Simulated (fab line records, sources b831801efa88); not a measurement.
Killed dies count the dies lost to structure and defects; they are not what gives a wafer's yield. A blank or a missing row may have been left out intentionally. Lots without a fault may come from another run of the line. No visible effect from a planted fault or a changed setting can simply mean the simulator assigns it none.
fab line records | flow sky130
record lots=5 | wafers=15 | last_day=49
route steps=708 shown VIA4@641
lots that met no fault: taken from a fault-free run of the same line
start_h: start of the lot's first displayed wafer, in hours after the record's first day | wait_h: hours since the lot's step before | " same as the row above | L1.1+2: a row that stands for several wafers | - either no value or no given start | * or withheld: withheld | < > ~ a bound
route shown NAME@n: a module of which the file shows steps, and the number in the route of the first | usual: average and standard deviation across the fault-free wafers | same: alike in all rows | chamber/n: place in a boat | sites: the reading at each site | _std_site: the standard deviation of these | _edge_site: mean of outer sites minus mean of inner sites | radius_mm: for every site, how far away it sits from the centre of the wafer | mask NAME#n: copy n | behind: the most recent tool/chamber to have shaped the wafer | hold: cause of the lot's hold/its duration in hours/its outcome | device: the n, p or np transistor that did not switch | end of line: the tests these same wafers got at the end of their route | step lacking rows: just its recipe | killed: at the first sort, the dies lost to defects and structure; wafer yield is something else | map: a wafer's dies, x killed, . not, _ none there
set.NAME: the run value of the setting; set.NAME@STEP: its run value at that earlier step | model.NAME: the simulator's own value behind a step, which no gauge read
lots at selected steps of the route; one table per step, one row per wafer
services: when a tool's chamber went out of use (start_h, in hours from the record's first day, below 0 if earlier), for how many hours, and the reason
## steps
# step SKY_VIA4_CMP_02
# recipe material=SiO2 | down_force_psi=4 | platen_rpm=60 | pad_velocity_m_s=0.94248
# usual motor_current_A=11.8/0.9
lot.wafer | tool   | chamber | start_h | wait_h | motor_current_A
L078.1    | cmp-01 | 3       | 1028.94 | 0.1    | 11.9
L078.4    | "      | 0       | "       | "      | 12.3
L078.6    | "      | 2       | "       | "      | 11.4
L086.3    | cmp-01 | 3       | 1059.25 | 0.1    | 12.1
L086.4    | "      | 0       | "       | "      | 12.6
L086.5    | "      | 2       | "       | "      | 11.1
L088.1    | cmp-01 | 1       | 1078.06 | 0.1    | 10.9
L088.4    | "      | 3       | "       | "      | 11.9
L088.6    | "      | 1       | "       | "      | 11.4
L094.4    | cmp-01 | 2       | 1109.21 | 0.1    | 11.3
L094.2    | "      | 3       | "       | "      | 11.6
L094.3    | "      | 0       | "       | "      | 12.1
L093.3    | cmp-01 | 2       | 1111.03 | 0.0    | 11.9
L093.4    | "      | 1       | "       | "      | 11.2
L093.5    | "      | 3       | "       | "      | 11.7
# step SKY_VIA4_BOW_MEAS_03
# recipe mode=bow
# usual VIA4_BOW=78/7.8
lot.wafer | tool          | chamber | start_h | wait_h | VIA4_BOW[um]
L078.1    | film_metro-01 | -       | 1029.19 | 0.2    | 80
L078.4    | "             | -       | "       | "      | 78
L078.6    | "             | -       | "       | "      | 83
L086.3    | film_metro-03 | -       | 1059.54 | 0.2    | 72
L086.4    | "             | -       | "       | "      | 67
L086.5    | "             | -       | "       | "      | 83
L088.1    | film_metro-03 | -       | 1078.36 | 0.2    | 83
L088.4    | "             | -       | "       | "      | 91
L088.6    | "             | -       | "       | "      | 88
L094.2    | film_metro-03 | -       | 1109.48 | 0.2    | 75
L094.3    | "             | -       | "       | "      | 72
L094.4    | "             | -       | "       | "      | 77
L093.3    | film_metro-01 | -       | 1111.37 | 0.3    | 92
L093.4    | "             | -       | "       | "      | 79
L093.5    | "             | -       | "       | "      | 85
# step SKY_VIA4_DEHYDRATE_04
# recipe temp_c=200 | time_s=60
# usual plate_temp_C=199.98/0.17
lot.wafer | tool           | chamber | start_h | wait_h | plate_temp_C
L078.1    | litho_track-03 | 0       | 1038.85 | 9.6    | 200.00
L078.4    | "              | 0       | "       | "      | 200.00
L078.6    | "              | 0       | "       | "      | 200.13
L086.3    | litho_track-03 | 0       | 1072.00 | 12.4   | 199.93
L086.4    | "              | 0       | "       | "      | 199.97
L086.5    | "              | 0       | "       | "      | 200.11
L088.1    | litho_track-03 | 0       | 1088.45 | 10.1   | 199.65
L088.4    | "              | 0       | "       | "      | 199.79
L088.6    | "              | 0       | "       | "      | 200.00
L094.2    | litho_track-04 | 0       | 1119.64 | 10.1   | 200.08
L094.3    | "              | 0       | "       | "      | 199.92
L094.4    | "              | 0       | "       | "      | 199.74
L093.3    | litho_track-04 | 0       | 1120.56 | 9.2    | 199.74
L093.4    | "              | 0       | "       | "      | 200.12
L093.5    | "              | 0       | "       | "      | 200.08
# step SKY_VIA4_HMDS_05
# recipe prime_time_s=60 | prime_temp_c=120
# usual prime_temp_c=119.99/0.15
lot.wafer | tool           | chamber | start_h | wait_h | prime_temp_c
L078.1    | litho_track-03 | 0       | 1039.00 | 0.1    | 120.02
L078.4    | "              | 0       | "       | "      | 120.00
L078.6    | "              | 0       | "       | "      | 119.91
L086.3    | litho_track-03 | 0       | 1072.15 | 0.1    | 119.98
L086.4    | "              | 0       | "       | "      | 119.83
L086.5    | "              | 0       | "       | "      | 119.96
L088.1    | litho_track-03 | 0       | 1088.60 | 0.1    | 120.09
L088.4    | "              | 0       | "       | "      | 119.96
L088.6    | "              | 0       | "       | "      | 120.01
L094.2    | litho_track-04 | 0       | 1119.79 | 0.1    | 120.30
L094.3    | "              | 0       | "       | "      | 120.21
L094.4    | "              | 0       | "       | "      | 120.14
L093.3    | litho_track-04 | 0       | 1120.71 | 0.1    | 119.83
L093.4    | "              | 0       | "       | "      | 120.02
L093.5    | "              | 0       | "       | "      | 119.86
# step SKY_VIA4_COAT_06
# recipe resist=NOVOLAK | spin_rpm=3000 | resist_thk_nm=1140
lot.wafer  | tool           | chamber | start_h | wait_h
L078.1+4+6 | litho_track-03 | 0       | 1039.15 | 0.1
L086.3+4+5 | litho_track-03 | 0       | 1072.30 | 0.1
L088.1+4+6 | litho_track-03 | 0       | 1088.75 | 0.1
L094.2+3+4 | litho_track-04 | 0       | 1119.94 | 0.1
L093.3+4+5 | litho_track-04 | 0       | 1120.86 | 0.1
# step SKY_VIA4_SOFTBAKE_07
# recipe temp_c=90 | time_s=60 | resist=NOVOLAK
# usual plate_temp_C=89.99/0.11
lot.wafer | tool           | chamber | start_h | wait_h | plate_temp_C
L078.1    | litho_track-03 | 0       | 1039.30 | 0.1    | 90.04
L078.4    | "              | 0       | "       | "      | 89.88
L078.6    | "              | 0       | "       | "      | 89.84
L086.3    | litho_track-03 | 0       | 1072.45 | 0.1    | 90.26
L086.4    | "              | 0       | "       | "      | 90.17
L086.5    | "              | 0       | "       | "      | 89.93
L088.1    | litho_track-03 | 0       | 1088.90 | 0.1    | 89.82
L088.4    | "              | 0       | "       | "      | 89.65
L088.6    | "              | 0       | "       | "      | 89.82
L094.2    | litho_track-04 | 0       | 1120.09 | 0.1    | 89.86
L094.3    | "              | 0       | "       | "      | 90.16
L094.4    | "              | 0       | "       | "      | 90.01
L093.3    | litho_track-04 | 0       | 1121.01 | 0.1    | 90.02
L093.4    | "              | 0       | "       | "      | 89.83
L093.5    | "              | 0       | "       | "      | 89.84
# step SKY_VIA4_EXPOSE_08
# recipe mask_id=VIM4 | na=0.6 | source_shape=conventional | sigma_outer=0.6 | polarization=unpolarized | target_cd_nm=800 | dose_mj=132
# usual focus_offset_nm=-0.1/0.49
# same sigma_outer=0.6
lot.wafer | tool             | chamber | start_h | wait_h | mask   | focus_offset_nm
L078.1    | iline_stepper-02 | 0       | -       | -      | VIM4#0 | -0.3
L078.4    | "                | 0       | "       | "      | VIM4#0 | -0.1
L078.6    | "                | 0       | "       | "      | VIM4#0 | 0.1
L086.3    | iline_stepper-01 | 0       | -       | -      | VIM4#0 | 0.4
L086.4    | "                | 0       | "       | "      | VIM4#0 | 0.3
L086.5    | "                | 0       | "       | "      | VIM4#0 | 0.7
L088.1    | iline_stepper-02 | 0       | -       | -      | VIM4#0 | -0.7
L088.4    | "                | 0       | "       | "      | VIM4#0 | -0.2
L088.6    | "                | 0       | "       | "      | VIM4#0 | -0.7
L094.2    | iline_stepper-01 | 0       | -       | -      | VIM4#0 | 0.2
L094.3    | "                | 0       | "       | "      | VIM4#0 | 0.0
L094.4    | "                | 0       | "       | "      | VIM4#0 | 0.3
L093.3    | iline_stepper-01 | 0       | -       | -      | VIM4#0 | -0.4
L093.4    | "                | 0       | "       | "      | VIM4#0 | -0.5
L093.5    | "                | 0       | "       | "      | VIM4#0 | -0.5
# step SKY_VIA4_PEB_09
# recipe temp_c=withheld | time_s=* | resist=NOVOLAK
lot.wafer  | tool           | chamber | start_h | wait_h
L078.1+4+6 | litho_track-02 | 0       | -       | -
L086.3+4+5 | litho_track-03 | 0       | -       | -
L088.1+4+6 | litho_track-02 | 0       | -       | -
L094.2+3+4 | litho_track-04 | 0       | -       | -
L093.3+4+5 | litho_track-04 | 0       | -       | -
# step SKY_VIA4_DEVELOP_10
# recipe resist=NOVOLAK | developer=TMAH | develop_time_s=60 | dev_temp_c=23
lot.wafer  | tool           | chamber | start_h | wait_h
L078.1+4+6 | litho_track-02 | 0       | 1050.79 | 0.1
L086.3+4+5 | litho_track-03 | 0       | 1081.30 | 0.1
L088.1+4+6 | litho_track-02 | 0       | 1098.64 | 0.1
L094.2+3+4 | litho_track-04 | 0       | 1127.74 | 0.1
L093.3+4+5 | litho_track-04 | 0       | 1128.86 | 0.1
# step SKY_VIA4_OVL_MEAS_11
# usual VIA4_OVL=0.8/0.98
lot.wafer | tool       | chamber | start_h | wait_h | VIA4_OVL[nm]
L078.1    | overlay-01 | -       | 1050.94 | 0.1    | 0.9
L078.4    | "          | -       | "       | "      | 2.4
L078.6    | "          | -       | "       | "      | 1.7
L086.3    | overlay-01 | -       | 1081.41 | 0.1    | 0.6
L086.4    | "          | -       | "       | "      | 2.0
L086.5    | "          | -       | "       | "      | 1.4
L088.1    | overlay-01 | -       | 1098.79 | 0.1    | 0.5
L088.4    | "          | -       | "       | "      | -0.5
L088.6    | "          | -       | "       | "      | 1.6
L094.2    | overlay-01 | -       | 1127.87 | 0.1    | 0.0
L094.3    | "          | -       | "       | "      | 1.9
L094.4    | "          | -       | "       | "      | 1.2
L093.3    | overlay-02 | -       | 1128.97 | 0.1    | 0.5
L093.4    | "          | -       | "       | "      | 0.3
L093.5    | "          | -       | "       | "      | 1.3
# step SKY_VIA4_ETCH_12
# recipe target=SiO2 | chemistry=C4F8/O2/Ar | stop_on=TiN | mask_material=NOVOLAK | source_w=1500 | bias_w=1200 | pressure_mtorr=40 | c4f8_flow_sccm=withheld | O2_flow_sccm=6 | Ar_flow_sccm=300 | time_s=withheld | target_depth_a=5800
# usual bias_w=1200/3.9 | oes_product_au=0.926/0.0046
lot.wafer | tool        | chamber | start_h | wait_h | bias_w | oes_product_au
L078.1    | rie_diel-04 | 2       | 1050.97 | 0.0    | 1196   | 0.923
L078.4    | "           | 0       | "       | "      | 1201   | 0.923
L078.6    | "           | 3       | "       | "      | 1198   | 0.924
L086.3    | rie_diel-03 | 3       | 1081.44 | 0.0    | 1202   | 0.933
L086.4    | "           | 1       | "       | "      | 1202   | 0.922
L086.5    | "           | 1       | "       | "      | 1202   | 0.921
L088.1    | rie_diel-01 | 0       | 1098.82 | 0.0    | 1201   | 0.923
L088.4    | "           | 3       | "       | "      | 1201   | 0.925
L088.6    | "           | 3       | "       | "      | 1202   | 0.932
L094.2    | rie_diel-04 | 1       | 1127.90 | 0.0    | 1195   | 0.926
L094.3    | "           | 0       | "       | "      | 1193   | 0.932
L094.4    | "           | 2       | "       | "      | 1207   | 0.922
L093.3    | rie_diel-01 | 0       | 1129.00 | 0.0    | 1199   | 0.933
L093.4    | "           | 1       | "       | "      | 1199   | 0.928
L093.5    | "           | 3       | "       | "      | 1194   | 0.927
# step SKY_VIA4_STRIP_13
# recipe chemistry=O2/N2 | power_w=1400 | pressure_mtorr=1500 | platen_temp_c=withheld | o2_flow_sccm=3000 | n2_flow_sccm=300 | overash_fraction=0.5
# usual drypump_motor_current_A=5.6/0.5 | oes_product_au=0.709/0.0048 | strip_time_to_endpoint_s=12.801/0.024
lot.wafer | tool            | chamber | start_h | wait_h | drypump_motor_current_A | oes_product_au | rf_hours_counter_h | strip_time_to_endpoint_s
L078.1    | plasma_asher-04 | 0       | 1051.05 | -      | 6.0                     | 0.712          | 31                 | 12.833
L078.4    | "               | 1       | "       | "      | 4.9                     | 0.704          | -                  | 12.774
L078.6    | "               | 1       | "       | "      | 4.9                     | 0.704          | -                  | 12.773
L086.3    | plasma_asher-02 | 1       | 1081.54 | -      | 5.3                     | 0.715          | -                  | 12.787
L086.4    | "               | 0       | "       | "      | 5.6                     | 0.703          | -                  | 12.839
L086.5    | "               | 1       | "       | "      | 5.3                     | 0.714          | -                  | 12.788
L088.1    | plasma_asher-04 | 0       | 1098.90 | -      | 6.0                     | 0.710          | 36                 | 12.833
L088.4    | "               | 0       | "       | "      | 6.0                     | 0.711          | -                  | 12.765
L088.6    | "               | 1       | "       | "      | 4.9                     | 0.703          | -                  | 12.818
L094.2    | plasma_asher-02 | 1       | 1127.97 | -      | 5.4                     | 0.710          | 103                | 12.832
L094.3    | "               | 1       | "       | "      | 5.3                     | 0.709          | -                  | 12.827
L094.4    | "               | 0       | "       | "      | 5.6                     | 0.703          | -                  | 12.800
L093.3    | plasma_asher-04 | 0       | 1129.10 | -      | 6.0                     | 0.704          | -                  | 12.824
L093.4    | "               | 1       | "       | "      | 4.9                     | 0.711          | -                  | 12.816
L093.5    | "               | 1       | "       | "      | 4.9                     | 0.716          | -                  | 12.792
# step SKY_VIA4_STRIP_14
# recipe chemistry=post_etch_residue_remover | time_s=1200 | temp_c=72.5
# usual temp_c=72.50/0.12
lot.wafer | tool         | chamber | start_h | wait_h | temp_c
L078.1    | wet_bench-02 | 2       | 1051.15 | 0.1    | 72.35
L078.4    | "            | 2       | "       | "      | 72.28
L078.6    | "            | 2       | "       | "      | 72.56
L086.3    | wet_bench-04 | 2       | 1081.61 | 0.0    | 72.62
L086.4    | "            | 2       | "       | "      | 72.74
L086.5    | "            | 2       | "       | "      | 72.69
L088.1    | wet_bench-04 | 1       | 1099.00 | 0.1    | 72.38
L088.4    | "            | 1       | "       | "      | 72.61
L088.6    | "            | 1       | "       | "      | 72.58
L094.2    | wet_bench-02 | 2       | 1128.07 | 0.1    | 72.52
L094.3    | "            | 2       | "       | "      | 72.59
L094.4    | "            | 2       | "       | "      | 72.55
L093.3    | wet_bench-04 | 0       | 1129.17 | 0.0    | 72.56
L093.4    | "            | 0       | "       | "      | 72.41
L093.5    | "            | 0       | "       | "      | 72.48
# step SKY_VIA4_CLEAN_15
# recipe chemistry=IPA | time_s=180 | temp_c=25
# usual temp_c=24.99/0.11
lot.wafer | tool         | chamber | start_h | wait_h | temp_c
L078.1    | wet_bench-02 | 1       | 1051.52 | 0.0    | 25.11
L078.4    | "            | 1       | "       | "      | 25.00
L078.6    | "            | 1       | "       | "      | 24.97
L086.3    | wet_bench-02 | 0       | 1081.95 | 0.0    | 24.94
L086.4    | "            | 0       | "       | "      | 25.02
L086.5    | "            | 0       | "       | "      | 25.02
L088.1    | wet_bench-02 | 0       | 1099.34 | 0.0    | 24.93
L088.4    | "            | 0       | "       | "      | 25.01
L088.6    | "            | 0       | "       | "      | 24.80
L094.2    | wet_bench-04 | 3       | 1128.41 | 0.0    | 24.95
L094.3    | "            | 3       | "       | "      | 25.17
L094.4    | "            | 3       | "       | "      | 25.05
L093.3    | wet_bench-03 | 1       | 1129.51 | 0.0    | 25.02
L093.4    | "            | 1       | "       | "      | 25.14
L093.5    | "            | 1       | "       | "      | 25.03
# step SKY_VIA4_CLEAN_16
# recipe chemistry=O3/DIW | dry=n2_spin
lot.wafer  | tool         | chamber | start_h | wait_h
L078.1+4+6 | wet_bench-03 | 0       | 1051.58 | 0.0
L086.3+4+5 | wet_bench-04 | 1       | 1082.02 | 0.0
L088.1+4+6 | wet_bench-04 | 0       | 1099.40 | 0.0
L094.2+3+4 | wet_bench-02 | 2       | 1128.47 | 0.0
L093.3+4+5 | wet_bench-02 | 2       | 1129.57 | 0.0
# step SKY_VIA4_SPUTTER_17
# recipe material=TiN | target_thk_nm=20 | chamber_pressure_pa=5 | power_w=4000 | time_s=80
# usual cathode_dc_power_W=4000.0/0.68 | throttle_valve_pct=29.9/1
lot.wafer | tool           | chamber | start_h | wait_h | cathode_dc_power_W | throttle_valve_pct
L078.1    | pvd_sputter-02 | -       | 1051.67 | 0.0    | 3999.6             | 29.2
L078.4    | "              | -       | "       | "      | 3999.4             | 31.4
L078.6    | "              | -       | "       | "      | 4001.5             | 31.4
L086.3    | pvd_sputter-03 | -       | 1082.11 | 0.0    | 3999.4             | 29.5
L086.4    | "              | -       | "       | "      | 3999.4             | 29.3
L086.5    | "              | -       | "       | "      | 4000.0             | 30.1
L088.1    | pvd_sputter-03 | -       | 1099.49 | 0.0    | 4001.6             | 29.6
L088.4    | "              | -       | "       | "      | 3998.8             | 31.0
L088.6    | "              | -       | "       | "      | 4000.3             | 29.6
L094.2    | pvd_sputter-03 | -       | 1128.56 | 0.0    | 4000.1             | 29.4
L094.3    | "              | -       | "       | "      | 4000.3             | 29.8
L094.4    | "              | -       | "       | "      | 4000.1             | 29.2
L093.3    | pvd_sputter-04 | -       | 1129.66 | 0.0    | 3998.7             | 30.8
L093.4    | "              | -       | "       | "      | 3999.0             | 28.2
L093.5    | "              | -       | "       | "      | 3999.8             | 30.4
# step SKY_VIA4_CVD_18
# recipe material=W | target_thk_nm=505 | time_s=152.14 | temp_c=400 | pressure_torr=40
# usual heater_power_w=856/70
lot.wafer | tool     | chamber | start_h | wait_h | heater_power_w
L078.1    | cvd_w-01 | 1       | 1051.74 | 0.0    | 974
L078.4    | "        | 0       | "       | "      | 767
L078.6    | "        | 1       | "       | "      | 948
L086.3    | cvd_w-02 | 1       | 1082.22 | 0.1    | 859
L086.4    | "        | 0       | "       | "      | 833
L086.5    | "        | 0       | "       | "      | 830
L088.1    | cvd_w-02 | 0       | 1099.55 | 0.0    | 820
L088.4    | "        | 0       | "       | "      | 817
L088.6    | "        | 0       | "       | "      | 843
L094.2    | cvd_w-02 | 1       | 1128.62 | 0.0    | 890
L094.3    | "        | 0       | "       | "      | 811
L094.4    | "        | 1       | "       | "      | 888
L093.3    | cvd_w-01 | 0       | 1129.77 | 0.1    | 753
L093.4    | "        | 1       | "       | "      | 954
L093.5    | "        | 0       | "       | "      | 760
## services
tool             | chamber | start_h | hours | kind
pvd_sputter-02   | -       | 1006.35 | 1.9   | repair
pvd_sputter-04   | 0       | 1008.71 | -     | consumable_replace:kit
cmp-01           | -       | 1011.51 | 0.2   | repair
rie_diel-04      | 3       | 1011.96 | 5.6   | repair
iline_stepper-02 | -       | 1026.67 | 10.6  | repair
iline_stepper-01 | -       | 1029.83 | 16.6  | repair
cvd_w-02         | 1       | 1032.00 | 2.6   | repair
rie_diel-04      | -       | 1036.67 | 2.8   | pm
rie_diel-03      | -       | 1037.78 | 0.3   | repair
iline_stepper-01 | -       | 1040.24 | 2.4   | repair
plasma_asher-04  | -       | 1040.36 | 2.8   | pm
pvd_sputter-03   | -       | 1045.19 | 3.9   | repair
rie_diel-03      | -       | 1045.55 | 4.3   | pm
iline_stepper-02 | -       | 1046.47 | 1.7   | pm
cmp-01           | -       | 1049.72 | 2.0   | repair
cmp-01           | -       | 1069.11 | 0.9   | repair
iline_stepper-01 | -       | 1073.44 | 1.7   | pm
plasma_asher-02  | -       | 1077.12 | 2.8   | pm
rie_diel-03      | 2       | 1084.44 | 4.4   | repair
cvd_w-01         | -       | 1106.20 | 1.4   | repair
cmp-01           | -       | 1113.71 | 10.5  | pm
pvd_sputter-03   | 0       | 1118.14 | -     | consumable_replace:kit
pvd_sputter-03   | 0       | 1118.14 | 18.0  | scheduled_down
pvd_sputter-03   | 0       | 1118.14 | 18.0  | vent_cycle
## key
fault none
